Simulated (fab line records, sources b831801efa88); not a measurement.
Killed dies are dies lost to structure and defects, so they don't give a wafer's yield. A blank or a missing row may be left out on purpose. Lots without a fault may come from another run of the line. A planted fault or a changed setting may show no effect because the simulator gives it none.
Which tool did it? | flow sky130 | 24 lots, 72 wafers sampled, at 5 steps of a route of 708

WHAT THE GAUGES READ, wafer by wafer
SKY_VT_ADJUST_HVTR_OVL_MEAS_08. Usual: VT_ADJUST_HVTR_OVL -0.6 nm, standard deviation 1.2.
lot  | measured     | on         | VT_ADJUST_HVTR_OVL (nm) | flag
L074 | day 9 04:20  | overlay-02 | -1.4 -1.1 -1.7          |
L075 | day 9 11:40  | overlay-02 | -0.6 -0.9 -0.1          |
L076 | day 10 06:46 | overlay-01 | -0.7 0.0 -0.8           |
L077 | day 10 20:46 | overlay-02 | -1.9 -0.2 -0.1          |
L078 | day 12 00:22 | overlay-02 | -0.6 -0.6 1.3           |
L079 | day 12 00:37 | overlay-01 | -1.8 -2.0 -3.1          |
L080 | day 12 09:22 | overlay-02 | -0.4 -2.5 -1.1          |
L082 | day 12 11:43 | overlay-02 | -1.3 -1.6 -2.4          |
L081 | day 12 12:25 | overlay-02 | 1.8 1.2 1.4             |
L084 | day 12 13:16 | overlay-02 | -0.8 -1.4 -1.8          |
L083 | day 12 13:52 | overlay-01 | 0.1 -0.3 1.1            |
L085 | day 12 19:23 | overlay-01 | -1.0 -2.3 -1.6          |
L086 | day 13 13:49 | overlay-02 | -0.3 0.1 0.9            |
L087 | day 13 13:58 | overlay-02 | 0.4 0.1 1.0             |
L089 | day 14 20:00 | overlay-02 | -2.2 0.6 -1.8           |
L090 | day 14 20:18 | overlay-02 | -0.3 -3.2 -1.4          |
L088 | day 14 21:13 | overlay-02 | 0.4 -0.8 0.2            |
L092 | day 15 12:34 | overlay-01 | -0.1 -0.5 -0.2          |
L091 | day 15 15:25 | overlay-01 | -1.4 -2.2 -0.5          |
L093 | day 15 21:19 | overlay-02 | -0.5 0.3 -1.1           |
L094 | day 15 21:46 | overlay-02 | 2.0 -0.4 -0.8           |
L095 | day 16 05:34 | overlay-01 | -0.7 -0.8 0.5           |
L096 | day 16 08:19 | overlay-02 | 0.2 -0.6 1.6            |
L097 | day 16 13:51 | overlay-01 | -0.9 0.6 -3.7           |

SKY_METAL2_RS_MEAS_05: measures by four-point-probe. Usual: METAL2_ALCU_RS 0.1265 ohm/sq, standard deviation 0.0013.
lot  | measured     | on            | METAL2_ALCU_RS (ohm/sq) | flag
L074 | day 33 12:47 | film_metro-04 | 0.1266 0.1263 0.1252    |
L075 | day 33 14:55 | film_metro-02 | 0.1275 0.1264 0.1262    |
L076 | day 34 16:54 | film_metro-01 | 0.1273 0.1270 0.1277    |
L077 | day 35 06:55 | film_metro-04 | 0.1245 0.1244 0.1247    |
L078 | day 36 15:54 | film_metro-01 | 0.1250 0.1266 0.1245    |
L079 | day 36 16:54 | film_metro-04 | 0.1282 0.1269 0.1279    |
L080 | day 37 00:41 | film_metro-01 | 0.1257 0.1275 0.1273    |
L082 | day 37 08:39 | film_metro-04 | 0.1288 0.1260 0.1271    |
L081 | day 37 10:07 | film_metro-04 | 0.1297 0.1274 0.1276    |
L084 | day 37 11:58 | film_metro-04 | 0.1280 0.1269 0.1286    |
L083 | day 37 10:28 | film_metro-04 | 0.1272 0.1252 0.1269    |
L085 | day 37 13:07 | film_metro-01 | 0.1255 0.1243 0.1264    |
L086 | day 38 17:21 | film_metro-04 | 0.1276 0.1271 0.1262    |
L087 | day 38 14:07 | film_metro-02 | 0.1261 0.1279 0.1257    |
L089 | day 39 16:20 | film_metro-01 | 0.1262 0.1237 0.1262    |
L090 | day 39 12:28 | film_metro-01 | 0.1264 0.1246 0.1266    |
L088 | day 39 14:58 | film_metro-02 | 0.1250 0.1259 0.1256    |
L092 | day 40 02:04 | film_metro-04 | 0.1260 0.1264 0.1274    |
L091 | day 40 02:22 | film_metro-02 | 0.1294 0.1267 0.1282    |
L093 | day 40 08:23 | film_metro-01 | 0.1249 0.1252 0.1259    |
L094 | day 40 10:52 | film_metro-04 | 0.1282 0.1266 0.1283    |
L095 | day 41 00:12 | film_metro-01 | 0.1270 0.1241 0.1281    |
L096 | day 40 18:55 | film_metro-02 | 0.1266 0.1255 0.1265    |
L097 | day 41 03:20 | film_metro-02 | 0.1288 0.1265 0.1280    |

SKY_METAL2_OVL_MEAS_16. Usual: METAL2_OVL -1 nm, standard deviation 5.4.
lot  | measured     | on         | METAL2_OVL (nm) | flag
L074 | day 34 15:28 | overlay-01 | -3 -13 -5       |
L075 | day 34 18:34 | overlay-02 | -3 -8 -9        |
L076 | day 35 19:28 | overlay-01 | -1 -3 -1        |
L077 | day 36 09:32 | overlay-02 | -5 -12 -3       |
L078 | day 37 18:07 | overlay-02 | 2 -1 -9         |
L079 | day 37 19:43 | overlay-01 | -3 -3 3         |
L080 | day 38 02:46 | overlay-02 | 4 4 5           |
L082 | day 38 09:46 | overlay-01 | 5 13 -2         |
L081 | day 38 11:55 | overlay-01 | 5 -4 -1         |
L084 | day 38 13:46 | overlay-02 | -1 0 -1         |
L083 | day 38 12:16 | overlay-01 | -5 4 -3         |
L085 | day 38 15:02 | overlay-01 | -1 -2 -2        |
L086 | day 39 18:10 | overlay-02 | 2 1 3           |
L087 | day 39 14:38 | overlay-01 | 8 -7 -3         |
L089 | day 40 16:28 | overlay-01 | -1 0 -1         |
L090 | day 40 13:10 | overlay-02 | -4 4 2          |
L088 | day 40 15:13 | overlay-02 | 8 1 0           |
L092 | day 41 02:11 | overlay-01 | 1 -8 1          |
L091 | day 41 03:01 | overlay-02 | -14 -1 -9       |
L093 | day 41 08:50 | overlay-02 | 2 -4 -1         |
L094 | day 41 11:25 | overlay-02 | 0 -1 1          |
L095 | day 41 23:41 | overlay-02 | -2 -3 -6        |
L096 | day 41 19:01 | overlay-02 | 8 0 -1          |
L097 | day 42 04:37 | overlay-01 | 9 3 1           |

WHICH TOOL RAN EACH LOT (tool, then ch and the chambers of the sampled wafers, then the start)
lot  | SKY_RES_PROTECT_STRIP_07             | SKY_LOCAL_INTERCONNECT_METAL_ETCH_14
L074 | plasma_asher-04 ch 0,1, day 14 17:37 | rie_metal-04 ch 0,1, day 29 21:37
L075 | plasma_asher-03 ch 0,1, day 15 00:14 | rie_metal-02 ch 0,1, day 29 23:58
L076 | plasma_asher-04 ch 0,1, day 16 00:26 | rie_metal-04 ch 0,1, day 31 03:26
L077 | plasma_asher-04 ch 0,1, day 16 15:17 | rie_metal-04 ch 0,1, day 31 17:05
L078 | plasma_asher-04 ch 0,1, day 18 01:50 | rie_metal-02 ch 0, day 33 01:46
L079 | plasma_asher-04 ch 0,1, day 18 03:50 | rie_metal-01 ch 0,1, day 33 03:37
L080 | plasma_asher-04 ch 0,1, day 18 16:31 | rie_metal-04 ch 0,1, day 33 12:19
L082 | plasma_asher-04 ch 0,1, day 18 19:23 | rie_metal-02 ch 0,1, day 33 18:04
L081 | plasma_asher-02 ch 0, day 18 21:23   | rie_metal-01 ch 0, day 33 19:59
L084 | plasma_asher-04 ch 0,1, day 18 21:35 | rie_metal-02 ch 0,1, day 33 22:34
L083 | plasma_asher-02 ch 0,1, day 18 21:34 | rie_metal-04 ch 0,1, day 33 22:13
L085 | plasma_asher-02 ch 0,1, day 19 01:38 | rie_metal-01 ch 0, day 33 23:20
L086 | plasma_asher-03 ch 0,1, day 20 10:59 | rie_metal-01 ch 0,1, day 35 04:10
L087 | plasma_asher-04 ch 0,1, day 20 10:47 | rie_metal-02 ch 1, day 35 01:38
L089 | plasma_asher-03 ch 0,1, day 21 14:11 | rie_metal-01 ch 0,1, day 36 04:46
L090 | plasma_asher-03 ch 0,1, day 21 12:05 | rie_metal-04 ch 0,1, day 36 02:19
L088 | plasma_asher-02 ch 0,1, day 21 13:32 | rie_metal-02 ch 0,1, day 36 04:29
L092 | plasma_asher-04 ch 0,1, day 22 02:25 | rie_metal-04 ch 0,1, day 36 14:49
L091 | plasma_asher-03 ch 1, day 22 05:22   | rie_metal-02 ch 0,1, day 36 15:52
L093 | plasma_asher-03 ch 0,1, day 22 12:44 | rie_metal-04 ch 0,1, day 36 23:58
L094 | plasma_asher-02 ch 0,1, day 22 14:32 | rie_metal-01 ch 0, day 37 00:50
L095 | plasma_asher-03 ch 0,1, day 23 06:08 | rie_metal-02 ch 0, day 37 14:52
L096 | plasma_asher-03 ch 0,1, day 23 05:47 | rie_metal-04 ch 0, day 37 10:17
L097 | plasma_asher-03 ch 0,1, day 23 08:05 | rie_metal-04 ch 0,1, day 37 19:05
- SKY_RES_PROTECT_STRIP_07: strips in O2/N2.
- SKY_LOCAL_INTERCONNECT_METAL_ETCH_14: etches TiN in Cl2/BCl3, stops on PSG, target depth 110 nm, time 31.4 s.

WHAT THE TOOLS THEMSELVES READ (means of the sampled wafers that have a number; where no wafer has one, the mark that the record gives instead)
SKY_RES_PROTECT_STRIP_07. Usual: drypump_motor_current_A 5.8 A, standard deviation 0.38; oes_product_au 0.517 a.u., standard deviation 0.0047; strip_time_to_endpoint_s 23.28 s, standard deviation 0.045.
lot  | tool            | drypump_motor_current_A (A) | oes_product_au (a.u.) | strip_time_to_endpoint_s (s) | flag
L074 | plasma_asher-04 | 5.8                         | 0.515                 | 23.29                        |
L075 | plasma_asher-03 | 5.9                         | 0.516                 | 23.30                        |
L076 | plasma_asher-04 | 5.8                         | 0.520                 | 23.34                        |
L077 | plasma_asher-04 | 5.7                         | 0.515                 | 23.37                        |
L078 | plasma_asher-04 | 5.8                         | 0.517                 | 23.28                        |
L079 | plasma_asher-04 | 5.8                         | 0.519                 | 23.23                        |
L080 | plasma_asher-04 | 5.8                         | 0.521                 | 23.28                        |
L082 | plasma_asher-04 | 5.8                         | 0.522                 | 23.29                        |
L081 | plasma_asher-02 | 6.1                         | 0.516                 | 23.32                        |
L084 | plasma_asher-04 | 5.8                         | 0.516                 | 23.22                        |
L083 | plasma_asher-02 | 5.2                         | 0.520                 | 23.34                        |
L085 | plasma_asher-02 | 5.2                         | 0.512                 | 23.26                        |
L086 | plasma_asher-03 | 6.1                         | 0.513                 | 23.21                        |
L087 | plasma_asher-04 | 5.8                         | 0.521                 | 23.27                        |
L089 | plasma_asher-03 | 5.9                         | 0.521                 | 23.24                        |
L090 | plasma_asher-03 | 5.9                         | 0.516                 | 23.27                        |
L088 | plasma_asher-02 | 5.7                         | 0.518                 | 23.24                        |
L092 | plasma_asher-04 | 5.8                         | 0.518                 | 23.32                        |
L091 | plasma_asher-03 | 6.2                         | 0.511                 | 23.30                        |
L093 | plasma_asher-03 | 5.9                         | 0.514                 | 23.24                        |
L094 | plasma_asher-02 | 5.6                         | 0.515                 | 23.26                        |
L095 | plasma_asher-03 | 6.0                         | 0.520                 | 23.34                        |
L096 | plasma_asher-03 | 5.9                         | 0.519                 | 23.29                        |
L097 | plasma_asher-03 | 5.9                         | 0.517                 | 23.30                        |

SKY_LOCAL_INTERCONNECT_METAL_ETCH_14. Usual: drypump_motor_current_A 5.6 A, standard deviation 0.53; oes_product_au 0.922 a.u., standard deviation 0.0079; throttle_valve_pct 21.914 %, standard deviation 0.0092.
lot  | tool         | drypump_motor_current_A (A) | oes_product_au (a.u.) | throttle_valve_pct (%) | flag
L074 | rie_metal-04 | 5.5                         | 0.914                 | 21.916                 |
L075 | rie_metal-02 | 5.7                         | 0.926                 | 21.910                 |
L076 | rie_metal-04 | 5.8                         | 0.919                 | 21.914                 |
L077 | rie_metal-04 | 5.4                         | 0.923                 | 21.900                 |
L078 | rie_metal-02 | 5.5                         | 0.918                 | 21.913                 |
L079 | rie_metal-01 | 5.2                         | 0.913                 | 21.915                 |
L080 | rie_metal-04 | 5.4                         | 0.926                 | 21.918                 |
L082 | rie_metal-02 | 5.7                         | 0.926                 | 21.915                 |
L081 | rie_metal-01 | 4.9                         | 0.923                 | 21.911                 |
L084 | rie_metal-02 | 5.8                         | 0.919                 | 21.919                 |
L083 | rie_metal-04 | 5.8                         | 0.925                 | 21.916                 |
L085 | rie_metal-01 | 4.9                         | 0.912                 | 21.913                 |
L086 | rie_metal-01 | 5.2                         | 0.923                 | 21.911                 |
L087 | rie_metal-02 | 6.2                         | 0.926                 | 21.901                 |
L089 | rie_metal-01 | 5.2                         | 0.928                 | 21.917                 |
L090 | rie_metal-04 | 5.8                         | 0.932                 | 21.912                 |
L088 | rie_metal-02 | 5.7                         | 0.926                 | 21.920                 |
L092 | rie_metal-04 | 5.4                         | 0.925                 | 21.904                 |
L091 | rie_metal-02 | 6.0                         | 0.922                 | 21.923                 |
L093 | rie_metal-04 | 5.4                         | 0.913                 | 21.928                 |
L094 | rie_metal-01 | 4.9                         | 0.918                 | 21.908                 |
L095 | rie_metal-02 | 5.5                         | 0.921                 | 21.914                 |
L096 | rie_metal-04 | 5.0                         | 0.923                 | 21.915                 |
L097 | rie_metal-04 | 5.4                         | 0.926                 | 21.912                 |

THE ANSWER, worked out from the rows above alone
Rule: a lot is off if the mean of its wafers that have a number lies more than 3 standard deviations from the usual mean. A lot without any number at a reading at which 4 lots or more have one is off too. The other lots that the step has rows for count as sound. The gauges are gone through in route order, then the tools' own readings, and for those a lot's mean is taken as printed above. The first step at which some lot is off is used, and at that step the reading that is off furthest; a lot without a number counts as furthest.
No lot is off at any reading shown: from this, nothing can be told.

WHAT THE SIMULATOR HAD PUT IN
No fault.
